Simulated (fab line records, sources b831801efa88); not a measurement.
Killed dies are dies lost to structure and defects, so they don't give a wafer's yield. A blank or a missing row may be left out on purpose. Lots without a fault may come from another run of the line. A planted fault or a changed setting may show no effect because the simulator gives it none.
A struck lot beside a sound one | flow sky130 | 43 steps out of a route of 708
Sound: wafers L809.2, L809.4, L809.5. Struck: wafers L823.1, L823.2, L823.5. The cause comes at the end.
At each step with rows: each side's tool, then ch and its chambers, then its first start. Under that, the readings that differ: sound wafers | struck wafers | difference of the means | sigmas: that difference in standard deviations of wafers without a fault.
alike: readings whose means differ by less than 2 such deviations, and words and numbers that are the same on both sides. not compared: withheld readings, readings that some wafer has no value for, bounds like >300 that may hide the same value, and numbers for which the record gives no deviation and whose values overlap.
The two part at a step that has a row with sigmas, a row that says differs or no value, or rows on one side only. Numbers that don't overlap but have no deviation are shown without sigmas and don't part them. A reading that every wafer of one side lacks parts them only if that side has two wafers or more.

first, 6 steps without rows for these wafers: SKY_VIA3_COAT_06 (resist thk 60 nm); SKY_VIA3_COAT_07 (resist thk 450 nm); SKY_VIA3_SOFTBAKE_08 (time 90 s); SKY_VIA3_EXPOSE_09 (exposes mask VIM3, target cd 200 nm); SKY_VIA3_PEB_10; SKY_VIA3_DEVELOP_11 (develop time 60 s).
SKY_VIA3_CD_MEAS_12: target cd 200 nm.
  sound on cd_sem-01, day 40 23:46; struck on cd_sem-01, day 44 14:46
  alike: cd_nm
SKY_VIA3_OVL_MEAS_13:
  sound on overlay-02, day 40 23:52; struck on overlay-01, day 44 14:53
  alike: VIA3_OVL
then, 1 step without rows for these wafers: SKY_VIA3_ETCH_14 (etches BARC in N2/H2, stops on SiO2, time 45.9 s, target depth 60 nm).
SKY_VIA3_ETCH_15: etches SiO2 in C4F8/O2/Ar, stops on TiN, target depth 507 nm, time 78 s.
  sound on rie_diel-01 ch 0,3, day 40 23:56; struck on rie_diel-01 ch 0,1,2, day 44 14:58
  alike: oes_product_au
  not compared: rf_hours_counter_h
then, 2 steps without rows for these wafers: SKY_VIA3_STRIP_16 (strips in O2/N2); SKY_VIA3_STRIP_17 (strips in post etch residue remover, time 1200 s).
SKY_VIA3_CLEAN_18: cleans in IPA, time 180 s.
  sound on wet_bench-01 ch 1, day 41 00:26; struck on wet_bench-01 ch 1, day 44 15:28
then, 1 step without rows for these wafers: SKY_VIA3_CLEAN_19 (cleans in O3/DIW).
SKY_VIA3_SPUTTER_20: material TiN, target thk 20 nm, time 80 s.
  sound on pvd_sputter-02, day 41 00:35; struck on pvd_sputter-02, day 44 15:37
  alike: throttle_valve_pct
then, 1 step without rows for these wafers: SKY_VIA3_CVD_21 (deposits W, target thk 390 nm, time 117.31 s).
SKY_VIA3_RS_MEAS_22: measures by four-point-probe.
  sound on film_metro-03, day 41 00:47; struck on film_metro-03, day 44 15:48
  alike: VIA3_W_RS
SKY_VIA3_THK_MEAS_23: measures by xrf.
  sound on film_metro-03, day 41 00:54; struck on film_metro-03, day 44 15:55
  alike: VIA3_W_THK
then, 4 steps without rows for these wafers: SKY_VIA3_CMP_24 (polishes, stops on SiO2, t overpolish 20 s, target thk 0 nm); SKY_METAL4_SPUTTER_00 (material Ti, target thk 15 nm, time 10 s); SKY_METAL4_SPUTTER_01 (material TiN, target thk 20 nm, time 16.7 s); SKY_METAL4_SPUTTER_02 (material AlCu, target thk 735 nm, time 39.1 s).
SKY_METAL4_SPUTTER_03: material Ti, target thk 5 nm, time 3.3 s.
  sound on pvd_sputter-04, day 41 01:20; struck on pvd_sputter-03, day 44 16:22
  alike: throttle_valve_pct
SKY_METAL4_SPUTTER_04: material TiN, target thk 70 nm, time 58.3 s.
  sound on pvd_sputter-04, day 41 01:22; struck on pvd_sputter-03, day 44 16:23
  alike: throttle_valve_pct
then, 1 step without rows for these wafers: SKY_CAP2M_CVD_00 (deposits SiO2, target thk 15.5 nm).
SKY_CAP2M_THK_MEAS_01:
  sound on film_metro-04, day 41 01:26; struck on film_metro-01, day 44 16:28
  alike: CAP2M_CVD_00_THK
then, 1 step without rows for these wafers: SKY_CAP2M_SPUTTER_02 (material TiN, target thk 200 nm, time 166.7 s).
SKY_CAP2M_RS_MEAS_03: measures by four-point-probe.
  sound on film_metro-01, day 41 01:37; struck on film_metro-02, day 44 16:38
  alike: CAP2M_TIN_RS
SKY_CAP2M_THK_MEAS_04: measures by xrf.
  sound on film_metro-01, day 41 01:44; struck on film_metro-02, day 44 16:45
  alike: CAP2M_TIN_THK
then, 7 steps without rows for these wafers: SKY_CAP2M_DEHYDRATE_05 (time 60 s); SKY_CAP2M_HMDS_06 (prime time 60 s); SKY_CAP2M_COAT_07 (resist thk 1140 nm); SKY_CAP2M_SOFTBAKE_08 (time 60 s); SKY_CAP2M_EXPOSE_09 (exposes mask CAP2M, target cd 1000 nm); SKY_CAP2M_PEB_10; SKY_CAP2M_DEVELOP_11 (develop time 60 s).
SKY_CAP2M_OVL_MEAS_12:
  sound on overlay-02, day 42 01:41; struck on overlay-02, day 45 14:59
  alike: CAP2M_OVL
SKY_CAP2M_METAL_ETCH_13: etches TiN in Cl2/BCl3, stops on SiO2, target depth 220 nm, time 62.9 s.
  sound on rie_metal-03 ch 0, day 42 01:45; struck on rie_metal-01 ch 1, day 45 15:02
  reading                     | sound       | struck      | difference | sigmas
  drypump_motor_current_A (A) | 6.1 6.1 6.2 | 4.9 4.8 4.9 | -1.3       | -2
  alike: he_backside_leak_sccm, oes_product_au, throttle_valve_pct
  not compared: rf_hours_counter_h
then, 4 steps without rows for these wafers: SKY_CAP2M_STRIP_14 (strips in O2/N2); SKY_CAP2M_STRIP_15 (strips in post etch residue remover, time 1200 s); SKY_CAP2M_CLEAN_16 (cleans in IPA, time 180 s); SKY_CAP2M_CLEAN_17 (cleans in O3/DIW).
-- the record jumps here: 4 days lie between the struck wafers' starts before and after (it left off in module CAP2M and takes up again in module PAD_OPEN, whose first step shown is number 708 of the route) --
SKY_PAD_OPEN_PROBE_99:
  sound on prober-01, day 47 02:05; struck on prober-01, day 50 02:32
  reading                               | sound             | struck            | difference | sigmas
  defect_limited_yield (%)              | 84.1 83.1 81.1    | 79.1 79.1 76.6    | -4.5       | -2
  killed_at_M0_to_M3                    | 39 34 44          | 59 61 70          | +24        | +4
  killed_dies                           | 78 83 93          | 103 103 115       | +22        | +2
  sort_bin_3_pad_short (%)              | 1.2 0.4 1.6       | 3.0 2.8 2.6       | +1.7       | +4
  sort_n_pass                           | 414 409 399       | 389 389 377       | -22        | -2
  sort_yield_pct (%)                    | 84.1 83.1 81.1    | 79.1 79.1 76.6    | -4.5       | -2
  model.etest.tester.sort_n_pass        | 414 409 399       | 389 389 377       | -22        |
  model.etest.tester.sort_yield_pct (%) | 84.15 83.13 81.1  | 79.06 79.06 76.63 | -4.54      |
  model.etest.tester.sort_bin_3_pct (%) | 1.22 0.4065 1.626 | 3.049 2.846 2.642 | +1.762     |
  alike: killed_at_M4_up, killed_at_contacts, killed_at_front_end, killed_at_other, killed_open, killed_short, sort_bin_5_function, sort_bin_6_memory
  not compared: model.etest.tester.sort_bin_5_pct

WHERE THEY PART
First at SKY_CAP2M_METAL_ETCH_13; last, within this record, at SKY_PAD_OPEN_PROBE_99.

WHY: what the simulator had put in
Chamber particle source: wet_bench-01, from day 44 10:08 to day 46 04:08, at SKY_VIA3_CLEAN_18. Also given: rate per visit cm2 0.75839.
